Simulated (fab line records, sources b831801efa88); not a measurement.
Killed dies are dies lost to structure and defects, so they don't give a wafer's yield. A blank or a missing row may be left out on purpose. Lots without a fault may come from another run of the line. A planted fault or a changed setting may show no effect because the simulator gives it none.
Problem report in the 8D (eight disciplines) form, filled by code | flow sky130 | the parts of the form that need people (team, actions taken, sign-off) are left out

1. THE PROBLEM
killed_at_M4_up at SKY_PAD_OPEN_PROBE_99 reads a mean of 44.7 on 9 wafers of 3 lots; wafers without a fault read 3.1 with a standard deviation of 1.5. That is +28 standard deviations from the usual mean.
First seen on wafer L628.1, day 51 18:19, on prober-02. The record holds 36 wafers of 12 lots with a number at this step. Rule for "out", or "out of limits": more than 4 standard deviations from the usual mean. The other wafers with a number count as sound.

2. WHAT IT IS AND WHAT IT IS NOT
question                    | is                     | is not
which readings at this step | killed_at_M4_up        | killed_at_contacts, killed_at_front_end, killed_at_other, killed_open, killed_short, sort_bin_6_memory
which lots                  | L628, L630, L631       | L610, L611, L613, L614, L616, L618, L620, L621, L627
which wafers of those lots  | all that have a number | -
read on which tools         | prober-01, prober-02   | -
when                        | from day 51 18:19      | up to then (27 sound wafers)

3. SUSPECTS, AND WHAT RULES EACH OUT
Counting: a tool at a process step up to the reading stays a suspect if it ran every lot that is out and no sound lot after the first of them.
- pvd_sputter-01 at SKY_METAL4_SPUTTER_00 (material Ti, target thk 15 nm, time 10 s): kept. It ran every lot that is out, first L628 (day 46 16:13), and no sound lot after that; its last sound lot up to then is L621 (day 44 20:40).
Left after counting: pvd_sputter-01 at SKY_METAL4_SPUTTER_00.

4. THE CAUSE (what the simulator had put in)
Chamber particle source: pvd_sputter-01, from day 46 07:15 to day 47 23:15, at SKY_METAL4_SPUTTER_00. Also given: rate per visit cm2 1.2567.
Counting left only this tool.

5. THE CHAIN OF EFFECTS, in route order
Each row: a reading whose mean over the struck wafers that have a number lies more than 3 standard deviations from the usual. Only readings for which the record gives a usual standard deviation are gone through. hours: the time from each lot's start at the first step in this table that gives one to its start at this step, as a median over the lots. sigmas: the change in usual standard deviations.
hours | step                  | reading              | usual  | on struck wafers | change | sigmas
0     | SKY_PAD_OPEN_PROBE_99 | defect_limited_yield | 82.6 % | 75.6             | -7.0   | -4.1
0     | SKY_PAD_OPEN_PROBE_99 | killed_at_M4_up      | 3.1    | 44.7             | +41.6  | +28
0     | SKY_PAD_OPEN_PROBE_99 | killed_dies          | 86     | 120              | +34    | +4.1
0     | SKY_PAD_OPEN_PROBE_99 | sort_bin_3_pad_short | 0.8 %  | 2.8              | +2.0   | +4.8
0     | SKY_PAD_OPEN_PROBE_99 | sort_bin_5_function  | 10.2 % | 15.3             | +5.1   | +3.9
0     | SKY_PAD_OPEN_PROBE_99 | sort_n_pass          | 406    | 372              | -34    | -4.1
0     | SKY_PAD_OPEN_PROBE_99 | sort_yield_pct       | 82.6 % | 75.6             | -7.0   | -4.1
The process steps in it:
- SKY_PAD_OPEN_PROBE_99

6. WHAT WOULD HAVE CAUGHT IT SOONER
In this record the first reading out of limits was taken at day 51 18:19, 131 hours after the fault began at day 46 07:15.
Of the tool readings at SKY_METAL4_SPUTTER_00 for which the record gives a usual standard deviation, none was out on any struck wafer, so an alarm limit of 4 standard deviations on them would not have fired.
All the lots that are out (3) had begun SKY_METAL4_SPUTTER_00 on pvd_sputter-01 by day 51 18:19. A hold on the tool at that time would have spared none of them.
